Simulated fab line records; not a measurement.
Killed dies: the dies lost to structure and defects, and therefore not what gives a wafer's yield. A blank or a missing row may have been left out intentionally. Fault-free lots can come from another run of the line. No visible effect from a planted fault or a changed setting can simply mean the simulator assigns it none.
A struck lot beside a sound one / flow sky130 / 21 out of 708 route steps
Sound: these wafers, L206.1, L206.5, L206.6. The struck wafers were L222.2, L222.3, L222.6. At the end, the cause is stated.
Order at every step that has rows: each side's tool, ch and its chambers, its first start. Under that, the readings that differ: sound wafers / struck wafers / difference of the means / sigmas: that difference in standard deviations of wafers without a fault.
alike: words and numbers the same on both sides, and readings whose means are apart by under 2 such deviations; not compared: readings that were withheld, readings missing a value for some wafer, numbers with overlapping values and no deviation given by the record, and bounds like >300 which may hide the same value.
The two part at a step that has a row with sigmas, a row that says differs or no value, or rows on one side only. When numbers do not overlap yet have no deviation, they are printed without sigmas and do not part them. A reading that every wafer of one side lacks parts them only if that side has two wafers or more.

first, 1 step without rows for these wafers: SKY_RES_XHIGH_IMPLANT_07.
SKY_RES_XHIGH_STRIP_08: strips in O2/N2.
  sound on plasmaAsher-02 ch 0,1, day 27 00:08; struck on plasmaAsher-02 ch 0, day 32 16:40
  alike: chamberPressureMTorr, drypumpMotorCurrentA, n2FlowSccm, oesProductAu, stripTimeToEndpointS
  not compared: rfHoursCounterH
SKY_RES_XHIGH_TW_MEAS_09:
  sound on filmMetro-03 at day 27 00:14; struck on filmMetro-03 at day 32 16:46
  alike: RES_XHIGH_TW
then, 7 steps without rows for these wafers: SKY_SD_N_DEHYDRATE_00 (time 60 s); SKY_SD_N_HMDS_01 (prime time 60 s); SKY_SD_N_COAT_02 (resist thk 1140 nm); SKY_SD_N_SOFTBAKE_03 (time 60 s); SKY_SD_N_EXPOSE_04 (exposes mask NSDM, target cd 380 nm); SKY_SD_N_PEB_05; SKY_SD_N_DEVELOP_06 (develop time 60 s).
SKY_SD_N_CD_MEAS_07: target cd 380 nm.
  sound on cdSem-02 at day 28 04:55; struck on cdSem-01 at day 33 19:22
reading=cdNm (nm); sound=385.3 385.4 384.5; struck=381.0 378.2 379.0; difference=-5.7; sigmas=-3
SKY_SD_N_OVL_MEAS_08:
  sound on overlay-02 at day 28 05:02; struck on overlay-01 at day 33 19:28
  alike: SD_N_OVL
SKY_SD_N_IMPLANT_09:
  sound on implanter-01 ch 0, day 28 05:04; struck on implanter-01 ch 0, day 33 19:31
reading=beamOnS (s); sound=20.2 19.6 19.6; struck=29.7 31.2 31.0; difference=+10.8; sigmas=+19
reading=doseIonsCm2; sound=3.993e+15 3.994e+15 3.998e+15; struck=6.111e+15 6.118e+15 6.112e+15; difference=+2.119e+15; sigmas=+99 or more
reading=endStationPressureTorr (Torr); sound=1.26e-05 1.18e-05 1.31e-05; struck=1e-05 9.8e-06 1.09e-05; difference=-2e-06; sigmas=-3
following that, these wafers have no rows for 1 step: SKY_SD_N_IMPLANT_10.
SKY_SD_N_STRIP_11: strips in O2/N2.
  sound on plasmaAsher-01 ch 0,1, day 28 05:22; struck on plasmaAsher-02 ch 0,1, day 33 19:47
reading=oesProductAu (a.u.); sound=0.526 0.527 0.527; struck=0.515 0.517 0.514; difference=-0.011; sigmas=-3
reading=stripTimeToEndpointS (s); sound=22.53 22.56 22.53; struck=23.48 23.52 23.52; difference=+0.97; sigmas=+22
  alike: chamberPressureMTorr, drypumpMotorCurrentA, n2FlowSccm
  not compared: rfHoursCounterH
SKY_SD_N_TW_MEAS_12:
  sound on filmMetro-04 at day 28 05:28; struck on filmMetro-03 at day 33 19:54
  alike: SD_N_TW
then, 1 step without rows for these wafers: SKY_SD_N_CLEAN_13 (cleans in SC1/SC2, time 150 s).
SKY_SD_N_RTA_14: time 2 s.
  sound on rtpAnneal-02 ch 0, day 28 05:34; struck on rtpAnneal-02 ch 0, day 33 20:01
  alike: chamberO2Ppm, lampPowerPct, wafer_temp_C_max
SKY_SD_N_RS_MEAS_16: measures by four-point-probe.
  sound on filmMetro-04 at day 28 05:45; struck on filmMetro-04 at day 33 20:12
reading=SD_N_RS (ohm/sq); sound=68.48 68.59 68.39; struck=65.36 65.36 65.28; difference=-3.15; sigmas=-32
SKY_SD_N_RS_MEAS_17: measures by four-point-probe.
  sound on filmMetro-04 at day 28 05:52; struck on filmMetro-04 at day 33 20:19
  alike: SD_P_RS
-- a jump in the record: the struck wafers' starts before and after are 16 days apart (it breaks off in module SD_N and resumes in module PAD_OPEN, where the first step shown is number 708 of the route) --
SKY_PAD_OPEN_PROBE_99:
  sound on prober-01 at day 45 23:41; struck on prober-02 at day 50 01:01
reading=model.etest.resNdiff.lineOhmUm; sound=791.7 763.9 779.3; struck=687.9 689.9 689.7; difference=-89.1; sigmas=
reading=model.etest.nfetG5v0d10v5.rOnOhmUm; sound=1905 1921 1902; struck=1834 1838 1835; difference=-74; sigmas=
reading=model.etest.sonosUncharged.rOnOhmUm; sound=832 821.4 816; struck=793.5 775.4 781.4; difference=-39.7; sigmas=
reading=model.etest.liconNdiff.rcOhm; sound=186.2 186.1 184.7; struck=169 164.5 171.8; difference=-17; sigmas=
reading=model.etest.resNdiffHv.rsOhmSq; sound=117.5 117.7 117.6; struck=103 102.1 102.7; difference=-15; sigmas=
reading=model.etest.resNdiff.rsOhmSq; sound=124.1 124.7 123.8; struck=108.3 108.7 109.3; difference=-15.4; sigmas=
  alike: killed_at_M0_to_M3, killed_at_M4_up, killedAtContacts, killedAtFrontEnd, killedAtOther, killedDies, killedOpen, killedShort
  not compared: model.etest.nfet_01v8_lvt.vtSatV

WHERE THEY PART
Earliest at SKY_SD_N_CD_MEAS_07; latest, in this record, at SKY_SD_N_RS_MEAS_16. Later steps at which nothing parts them and some readings are alike: SKY_SD_N_RS_MEAS_17, SKY_PAD_OPEN_PROBE_99.

WHY: the cause the simulator had injected
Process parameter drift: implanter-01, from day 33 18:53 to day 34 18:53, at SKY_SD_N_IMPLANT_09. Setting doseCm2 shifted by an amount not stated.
